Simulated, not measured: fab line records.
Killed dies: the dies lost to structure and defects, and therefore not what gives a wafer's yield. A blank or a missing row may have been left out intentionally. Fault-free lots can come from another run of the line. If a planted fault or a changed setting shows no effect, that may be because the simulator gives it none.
Matching of chambers / flow sky130 / SKY_LI_CONTACT_CMP_02 on cmp-01 has 4 sister chambers
The step polishes PSG. 4 wafers are shown with their chamber, then 12 later ones without.

== WAFERS WITH THEIR CHAMBER ==
wafer=L086.6; chamber=1; motorCurrentA (A)=12.0
wafer=L088.1; chamber=2; motorCurrentA (A)=13.8
wafer=L088.3; chamber=3; motorCurrentA (A)=11.3
wafer=L088.4; chamber=0; motorCurrentA (A)=12.1

== WAFERS WHOSE CHAMBER IS MISSING ==
wafer=L089.2; motorCurrentA (A)=11.5
wafer=L089.3; motorCurrentA (A)=14.1
wafer=L089.6; motorCurrentA (A)=11.6
wafer=L091.1; motorCurrentA (A)=11.9
wafer=L091.5; motorCurrentA (A)=12.8
wafer=L091.6; motorCurrentA (A)=12.5
wafer=L093.3; motorCurrentA (A)=13.0
wafer=L093.4; motorCurrentA (A)=11.3
wafer=L093.6; motorCurrentA (A)=11.5
wafer=L095.2; motorCurrentA (A)=12.4
wafer=L095.3; motorCurrentA (A)=12.6
wafer=L095.5; motorCurrentA (A)=13.1

== THE CHAMBER EACH PASSED THROUGH ==
wafer=L089.2; from the rows above=can't be placed: 3 or 1 or 0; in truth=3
wafer=L089.3; from the rows above=2; in truth=2
wafer=L089.6; from the rows above=can't be placed: 3 or 1 or 0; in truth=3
wafer=L091.1; from the rows above=can't be placed: 1 or 0 or 3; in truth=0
wafer=L091.5; from the rows above=can't be placed: 0 or 1 or 2 or 3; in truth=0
wafer=L091.6; from the rows above=can't be placed: 0 or 1 or 3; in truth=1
wafer=L093.3; from the rows above=can't be placed: 2 or 0 or 1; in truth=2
wafer=L093.4; from the rows above=can't be placed: 3 or 1 or 0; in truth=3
wafer=L093.6; from the rows above=can't be placed: 3 or 1 or 0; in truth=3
wafer=L095.2; from the rows above=can't be placed: 0 or 1 or 3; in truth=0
wafer=L095.3; from the rows above=can't be placed: 0 or 1 or 2 or 3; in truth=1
wafer=L095.5; from the rows above=can't be placed: 2 or 0 or 1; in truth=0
Correctly placed: 1 of 12. Cannot be placed on the basis of these rows: 11; the candidates contain the true chamber in 11. Number placed wrongly: 0.
How it was worked out, from the rows above alone: a wafer's distance from a chamber is the root of the sum, over the readings, of the square of ((its reading less the chamber's mean) divided by the reading's scatter). The wafer belongs to the nearest chamber; if the next one is less than 2 further off, it can't be placed. A chamber's mean is the mean of its shown wafers. The scatter: with one shown wafer a chamber, the root of the mean of the squares of how far each hidden wafer lies from its nearest shown one.
